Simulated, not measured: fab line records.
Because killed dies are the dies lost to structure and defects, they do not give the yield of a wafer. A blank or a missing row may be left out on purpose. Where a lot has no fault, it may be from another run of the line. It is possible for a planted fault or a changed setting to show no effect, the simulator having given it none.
Chamber matching | flow gf180mcu | cmp-02 running GF_CONTACT_CMP_27: 4 sister chambers
The step polishes, stops on SiO2, t overpolish 15 s, target thk 0 nm. 4 wafers are shown with their chamber, then 7 later ones without.

== WAFERS, EACH WITH ITS CHAMBER ==
wafer  | chamber | motorCurrentA (A)
L342.3 | 3       | 11.6
L345.2 | 1       | 11.5
L346.2 | 0       | 11.9
L346.3 | 2       | 11.0

== WAFERS WITH NO CHAMBER GIVEN ==
wafer  | motorCurrentA (A)
L346.5 | 11.3
L348.1 | 11.0
L348.3 | 10.9
L348.4 | 12.0
L347.1 | 11.1
L347.3 | 10.9
L347.5 | 12.0

== WHICH CHAMBER EACH ONE RAN IN ==
wafer  | from the rows above          | in truth
L346.5 | can't be placed: 1 or 3 or 2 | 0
L348.1 | 2                            | 2
L348.3 | 2                            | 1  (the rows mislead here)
L348.4 | 0                            | 0
L347.1 | 2                            | 2
L347.3 | 2                            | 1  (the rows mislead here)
L347.5 | 0                            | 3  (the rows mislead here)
Placed correctly: 3 of 7. Not placeable from these rows: 1 (in 0, the candidates include the true chamber). Wrongly placed: 3.
How it was worked out, from the rows above alone: a wafer's distance from a chamber is the root of the sum, over the readings, of the square of ((its reading less the chamber's mean) divided by the reading's scatter). The wafer belongs to the nearest chamber; if the next one is less than 2 further off, it can't be placed. For every chamber, the mean is computed from those of its wafers that are shown. The scatter (one wafer shown for each chamber): square how far every hidden wafer sits from the nearest shown wafer, average those squares and take the square root.
